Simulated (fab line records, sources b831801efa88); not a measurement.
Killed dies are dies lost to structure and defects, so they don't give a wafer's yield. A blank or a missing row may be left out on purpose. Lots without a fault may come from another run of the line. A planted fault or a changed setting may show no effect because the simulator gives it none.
Which tool did it? | flow gf180mcu | 15 lots, 42 wafers sampled, at 3 steps of a route of 602

WHAT THE GAUGES READ, wafer by wafer
GF_M2_OVL_MEAS_15. Usual: M2_OVL 2 nm, standard deviation 4.8.
lot  | measured     | on         | M2_OVL (nm) | flag
L922 | day 19 05:26 | overlay-02 | 0 7         |
L923 | day 19 14:14 | overlay-02 | -3 -1 0     |
L924 | day 20 02:26 | overlay-01 | 3 -1 4      |
L925 | day 20 07:29 | overlay-01 | 10 4 4      |
L926 | day 20 16:50 | overlay-02 | 5 -3 -7     |
L927 | day 21 02:26 | overlay-02 | 7 -1 1      |
L928 | day 21 13:59 | overlay-02 | 1 4 -4      |
L934 | day 23 19:50 | overlay-01 | 5 8 3       |
L935 | day 24 00:21 | overlay-02 | -1 -5 -3    |
L936 | day 24 09:37 | overlay-02 | 4 8 1       |
L937 | day 24 14:11 | overlay-02 | 7 10 10     |
L939 | day 25 07:05 | overlay-01 | 0 -2 6      |
L942 | day 26 05:20 | overlay-02 | 6 6         |
L943 | day 26 08:47 | overlay-01 | 8 7 4       |
L944 | day 26 18:17 | overlay-02 | 2 6         |

WHICH TOOL RAN EACH LOT (tool, then ch and the chambers of the sampled wafers, then the start)
lot  | GF_SAB_ETCH_11                     | GF_CONTACT_CMP_27
L922 | rie_diel-03 ch 1, day 15 05:04     | cmp-02 ch 1,2, day 16 05:28
L923 | rie_diel-04 ch 1,2,3, day 15 13:09 | cmp-02 ch 0,2,3, day 16 14:03
L924 | rie_diel-01 ch 0,1, day 16 00:10   | cmp-02 ch 0,1,3, day 17 01:27
L925 | rie_diel-03 ch 0,2, day 16 05:04   | cmp-01 ch 2,3, day 17 06:09
L926 | rie_diel-04 ch 1,2,3, day 16 13:28 | cmp-01 ch 0,1,3, day 17 14:20
L927 | rie_diel-01 ch 0,1,3, day 16 22:43 | cmp-01 ch 0,2,3, day 17 22:55
L928 | rie_diel-01 ch 0,1, day 17 08:16   | cmp-02 ch 0,3, day 18 10:13
L934 | rie_diel-04 ch 0,1,2, day 19 14:19 | cmp-01 ch 0,2,3, day 20 16:54
L935 | rie_diel-03 ch 2,3, day 19 18:58   | cmp-01 ch 0,1, day 20 21:33
L936 | rie_diel-03 ch 1,2, day 20 05:31   | cmp-02 ch 1,3, day 21 08:28
L937 | rie_diel-03 ch 0,1,2, day 20 09:22 | cmp-02 ch 1,2,3, day 21 12:30
L939 | rie_diel-01 ch 2,3, day 21 04:37   | cmp-02 ch 0,3, day 22 06:54
L942 | rie_diel-04 ch 0,2, day 22 06:25   | cmp-01 ch 2,3, day 23 08:29
L943 | rie_diel-01 ch 0,2,3, day 22 09:22 | cmp-01 ch 1,2,3, day 23 11:44
L944 | rie_diel-01 ch 0,3, day 22 21:13   | cmp-02 ch 2, day 23 23:11
- GF_SAB_ETCH_11: etches SiO2 in C4F8/O2/Ar, target depth 55 nm, time 8.5 s.
- GF_CONTACT_CMP_27: polishes, stops on SiO2, t overpolish 15 s, target thk 0 nm.

WHAT THE TOOLS THEMSELVES READ (means of the sampled wafers that have a number; where no wafer has one, the mark that the record gives instead)
GF_SAB_ETCH_11. Usual: oes_product_au 0.999 a.u., standard deviation 0.0097.
lot  | tool        | oes_product_au (a.u.) | flag
L922 | rie_diel-03 | 0.993                 |
L923 | rie_diel-04 | 1.008                 |
L924 | rie_diel-01 | 1.004                 |
L925 | rie_diel-03 | 0.993                 |
L926 | rie_diel-04 | 1.004                 |
L927 | rie_diel-01 | 0.998                 |
L928 | rie_diel-01 | 0.995                 |
L934 | rie_diel-04 | 1.001                 |
L935 | rie_diel-03 | 1.362                 | OFF
L936 | rie_diel-03 | 1.361                 | OFF
L937 | rie_diel-03 | 1.366                 | OFF
L939 | rie_diel-01 | 0.990                 |
L942 | rie_diel-04 | 0.998                 |
L943 | rie_diel-01 | 1.003                 |
L944 | rie_diel-01 | 1.004                 |

GF_CONTACT_CMP_27. Usual: motor_current_A 11.2 A, standard deviation 1.4; overpolish_run_s 15.001 s, standard deviation 0.0094; time_to_endpoint_s 73 s, standard deviation 3.3.
lot  | tool   | motor_current_A (A) | overpolish_run_s (s) | time_to_endpoint_s (s) | flag
L922 | cmp-02 | 11.1                | 14.996               | 76                     |
L923 | cmp-02 | 12.1                | 14.991               | 70                     |
L924 | cmp-02 | 10.6                | 15.002               | 73                     |
L925 | cmp-01 | 12.0                | 15.006               | 73                     |
L926 | cmp-01 | 10.4                | 14.988               | 71                     |
L927 | cmp-01 | 10.8                | 15.002               | 73                     |
L928 | cmp-02 | 11.1                | 14.999               | 77                     |
L934 | cmp-01 | 10.7                | 15.007               | 71                     |
L935 | cmp-01 | 10.1                | 15.007               | 73                     |
L936 | cmp-02 | 10.4                | 15.005               | 72                     |
L937 | cmp-02 | 11.5                | 15.006               | 74                     |
L939 | cmp-02 | 11.4                | 14.994               | 74                     |
L942 | cmp-01 | 12.1                | 14.999               | 68                     |
L943 | cmp-01 | 11.7                | 15.009               | 73                     |
L944 | cmp-02 | 13.3                | 14.989               | 76                     |

THE ANSWER, worked out from the rows above alone
Rule: a lot is off if the mean of its wafers that have a number lies more than 3 standard deviations from the usual mean. A lot without any number at a reading at which 4 lots or more have one is off too. The other lots that the step has rows for count as sound. The gauges are gone through in route order, then the tools' own readings, and for those a lot's mean is taken as printed above. The first step at which some lot is off is used, and at that step the reading that is off furthest; a lot without a number counts as furthest.
Off: L935, L936, L937, at GF_SAB_ETCH_11 (oes_product_au).
A tool fits if, at that step or a process step before it, it ran every lot that is off, and no sound lot after the first of them. One fits: rie_diel-03 at GF_SAB_ETCH_11. Its last sound lot is L925 (day 16 05:04), its first lot that is off L935 (day 19 18:58): a fault that began between those two fits.
The tool's own readings at GF_SAB_ETCH_11 bear it out: on the lots that are off they differ by more than 5 times the standard deviation of the sound lots' means. oes_product_au reads 1.363 a.u. there against 0.999 a.u. on the sound lots.

WHAT THE SIMULATOR HAD PUT IN
Process parameter drift: rie_diel-03, from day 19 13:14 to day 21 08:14, at GF_SAB_ETCH_11. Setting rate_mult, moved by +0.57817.
Lots struck among those shown: L935, L936, L937. The rule above found the same.
